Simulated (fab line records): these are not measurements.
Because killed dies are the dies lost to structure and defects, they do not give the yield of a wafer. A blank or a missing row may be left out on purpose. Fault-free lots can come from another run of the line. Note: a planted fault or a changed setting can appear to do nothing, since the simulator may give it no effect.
Which of the tools did it? | flow sky130 | 12 lots with 36 wafers sampled at 5 steps, on a route of 708 steps

## WHAT THE GAUGES READ, wafer by wafer
SKY_PWDE_OVL_MEAS_07. Usual: PWDE_OVL gives -0.2 nm (standard deviation 1.3).
lot  | measured    | on         | PWDE_OVL (nm)  | flag
L537 | day 4 01:23 | overlay-02 | -0.4 -0.7 0.8  | 
L538 | day 4 07:53 | overlay-02 | 0.5 2.6 2.4    | 
L539 | day 4 11:56 | overlay-02 | 0.4 -0.5 -2.1  | 
L541 | day 5 01:16 | overlay-01 | 0.1 -0.6 0.2   | 
L542 | day 5 08:23 | overlay-01 | -2.2 -1.0 0.2  | 
L544 | day 5 18:29 | overlay-02 | -1.7 0.6 0.3   | 
L548 | day 6 14:37 | overlay-01 | -0.5 1.4 1.1   | 
L549 | day 6 20:17 | overlay-01 | -1.8 -0.7 -2.1 | 
L550 | day 7 05:54 | overlay-02 | 0.7 1.4 0.4    | 
L557 | day 8 20:53 | overlay-02 | -2.2 -3.1 -1.6 | 
L559 | day 9 05:30 | overlay-02 | -0.7 -0.3 -0.1 | 
L558 | day 9 06:38 | overlay-01 | 0.5 2.4 0.8    | 

SKY_SONOS_ONO_THK_MEAS_05. Usual: SONOS_ONO_CVD_04_THK gives 5.65 nm (standard deviation 0.11).
lot  | measured     | on           | SONOS_ONO_CVD_04_THK (nm) | flag
L537 | day 11 17:39 | filmMetro-04 | 5.59 5.63 5.69            | 
L538 | day 12 04:11 | filmMetro-01 | 5.53 5.54 5.52            | 
L539 | day 12 14:46 | filmMetro-03 | 5.59 5.62 5.57            | 
L541 | day 13 05:11 | filmMetro-03 | 5.68 5.74 5.79            | 
L542 | day 13 19:14 | filmMetro-01 | 5.70 5.65 5.71            | 
L544 | day 14 04:54 | filmMetro-03 | 5.86 5.83 5.83            | 
L548 | day 15 09:55 | filmMetro-04 | 8.67 8.66 8.79            | OFF
L549 | day 15 20:59 | filmMetro-03 | 8.68 8.73 8.79            | OFF
L550 | day 16 12:37 | filmMetro-03 | 8.82 8.79 8.83            | OFF
L557 | day 18 18:25 | filmMetro-04 | 5.94 5.84 5.90            | 
L559 | day 19 01:53 | filmMetro-03 | 5.82 5.79 5.79            | 
L558 | day 19 07:50 | filmMetro-04 | 5.63 5.70 5.59            | 

SKY_SD_P_CD_MEAS_07: target cd 380 nm. Usual: cdNm at 379.6 nm, with a standard deviation of 2.2.
lot  | measured     | on       | cdNm (nm)         | flag
L537 | day 25 12:38 | cdSem-02 | 379.4 380.2 378.0 | 
L538 | day 25 23:26 | cdSem-02 | 378.4 380.4 380.2 | 
L539 | day 26 13:56 | cdSem-02 | 377.5 377.1 376.3 | 
L541 | day 27 06:37 | cdSem-01 | 379.7 380.0 381.4 | 
L542 | day 27 19:53 | cdSem-02 | 379.5 380.5 379.3 | 
L544 | day 28 07:58 | cdSem-02 | 380.0 379.7 380.8 | 
L548 | day 29 13:31 | cdSem-01 | 382.0 382.8 381.0 | 
L549 | day 30 00:37 | cdSem-02 | 384.8 384.1 382.0 | 
L550 | day 30 13:14 | cdSem-02 | 380.8 382.7 381.0 | 
L557 | day 32 17:35 | cdSem-01 | 377.3 378.5 379.9 | 
L559 | day 33 02:25 | cdSem-02 | 380.3 380.6 380.8 | 
L558 | day 33 05:10 | cdSem-01 | 377.2 377.0 377.9 | 

SKY_SD_N_RS_MEAS_18: measurement is done with a four-point probe. Usual: RES_XHIGH_RS gives 333.4 ohm/sq (standard deviation 1.5).
lot  | measured     | on           | RES_XHIGH_RS (ohm/sq) | flag
L537 | day 28 00:38 | filmMetro-01 | 331.0 330.9 330.8     | 
L538 | day 28 10:55 | filmMetro-02 | 333.7 333.9 332.7     | 
L539 | day 29 01:08 | filmMetro-02 | 334.9 334.6 334.1     | 
L541 | day 29 17:35 | filmMetro-01 | 330.2 331.3 330.8     | 
L542 | day 30 06:09 | filmMetro-02 | 334.7 334.9 335.0     | 
L544 | day 30 17:22 | filmMetro-02 | 334.4 331.7 332.7     | 
L548 | day 31 22:46 | filmMetro-01 | 332.0 333.1 333.3     | 
L549 | day 32 08:59 | filmMetro-03 | 334.2 333.5 333.2     | 
L550 | day 32 21:39 | filmMetro-02 | 334.6 333.4 335.1     | 
L557 | day 34 23:57 | filmMetro-02 | 334.4 334.5 334.9     | 
L559 | day 35 08:23 | filmMetro-02 | 336.4 334.9 336.1     | 
L558 | day 35 10:51 | filmMetro-03 | 335.7 333.1 335.2     | 

## EACH LOT AND THE TOOL THAT RAN IT (in order: tool; ch and the chambers of the sampled wafers; start)
lot  | SKY_SONOS_ONO_CVD_04
L537 | lpcvd-03 ch 0, day 11 16:23
L538 | lpcvd-03 ch 1, day 12 02:17
L539 | lpcvd-03 ch 1, day 12 12:53
L541 | lpcvd-03 ch 1, day 13 03:55
L542 | lpcvd-03 ch 1, day 13 17:59
L544 | lpcvd-03 ch 1, day 14 03:39
L548 | lpcvd-03 ch 1, day 15 08:40
L549 | lpcvd-03 ch 1, day 15 19:43
L550 | lpcvd-03 ch 1, day 16 10:44
L557 | lpcvd-03 ch 0, day 18 17:10
L559 | lpcvd-03 ch 0, day 19 00:38
L558 | lpcvd-03 ch 1, day 19 06:35
- SKY_SONOS_ONO_CVD_04: deposits SiO2 from SiH4/N2O, target thk 5.7199 nm.

## WHAT THE TOOLS THEMSELVES READ (means of the sampled wafers that have a number; where no wafer has one, the mark that the record gives instead)
SKY_SONOS_ONO_CVD_04. Usual: for spikeTcBottomC, 915.8 C with a standard deviation of 1.8; for spikeTcCentreC, 900.5 C with a standard deviation of 1; for spikeTcLowerC, 900.2 C with a standard deviation of 1.4; for spikeTcTopC, 911.0 C with a standard deviation of 3; for spikeTcUpperC, 900.1 C with a standard deviation of 1.1; for susceptorTempC, 899.9 C with a standard deviation of 0.38; for zonePowerTopPct, 34.1 % with a standard deviation of 0.82.
lot  | tool     | spikeTcBottomC (C) | spikeTcCentreC (C) | spikeTcLowerC (C) | spikeTcTopC (C) | spikeTcUpperC (C) | susceptorTempC (C) | zonePowerTopPct (%) | flag
L537 | lpcvd-03 | 918.1              | 900.7              | 901.5             | 907.6           | 899.7             | 899.9              | 35.5                | 
L538 | lpcvd-03 | 914.3              | 900.1              | 898.7             | 912.8           | 900.0             | 900.1              | 33.4                | 
L539 | lpcvd-03 | 915.4              | 900.5              | 898.9             | 913.5           | 899.6             | 900.2              | 33.7                | 
L541 | lpcvd-03 | 913.9              | 900.7              | 900.4             | 913.1           | 899.2             | 899.5              | 33.5                | 
L542 | lpcvd-03 | 915.0              | 900.6              | 899.3             | 912.9           | 899.7             | 900.2              | 33.5                | 
L544 | lpcvd-03 | 914.4              | 900.5              | 899.1             | 912.4           | 900.0             | 899.9              | 33.5                | 
L548 | lpcvd-03 | 942.8              | 928.3              | 927.4             | 941.2           | 927.8             | 927.9              | 35.1                | OFF
L549 | lpcvd-03 | 941.4              | 930.0              | 927.4             | 940.7           | 928.1             | 927.8              | 35.4                | OFF
L550 | lpcvd-03 | 942.2              | 928.0              | 927.5             | 940.0           | 927.9             | 928.3              | 35.4                | OFF
L557 | lpcvd-03 | 917.3              | 901.0              | 902.6             | 908.2           | 900.5             | 900.3              | 35.0                | 
L559 | lpcvd-03 | 917.3              | 901.4              | 901.9             | 907.3           | 901.7             | 899.3              | 34.7                | 
L558 | lpcvd-03 | 914.7              | 900.5              | 899.3             | 913.0           | 899.9             | 899.9              | 33.7                | 

## THE ANSWER, worked out from the rows above alone
Rule: a lot is off if the mean of its wafers that have a number lies more than 3 standard deviations from the usual mean. Also off: a lot with no number at a reading for which 4 or more lots have one. The other lots that the step has rows for count as sound. First the gauges in route order, then the tools' own readings, where a lot's mean is used as printed above. The first step at which some lot is off is used, and at that step the reading that is off furthest; a lot without a number counts as furthest.
Off: at SKY_SONOS_ONO_THK_MEAS_05 (SONOS_ONO_CVD_04_THK), L548, L549, L550.
A tool fits if, at a process step before that reading, it ran every lot that is off, and no sound lot after the first of them. Not tried: the gauges at SKY_SONOS_ONO_THK_MEAS_05; whatever is off there is also off at SKY_SONOS_ONO_CVD_04, on other tools, and gauge error can't account for it. Not one of the candidates tried fits.

## WHAT THE SIMULATOR HAD PUT IN
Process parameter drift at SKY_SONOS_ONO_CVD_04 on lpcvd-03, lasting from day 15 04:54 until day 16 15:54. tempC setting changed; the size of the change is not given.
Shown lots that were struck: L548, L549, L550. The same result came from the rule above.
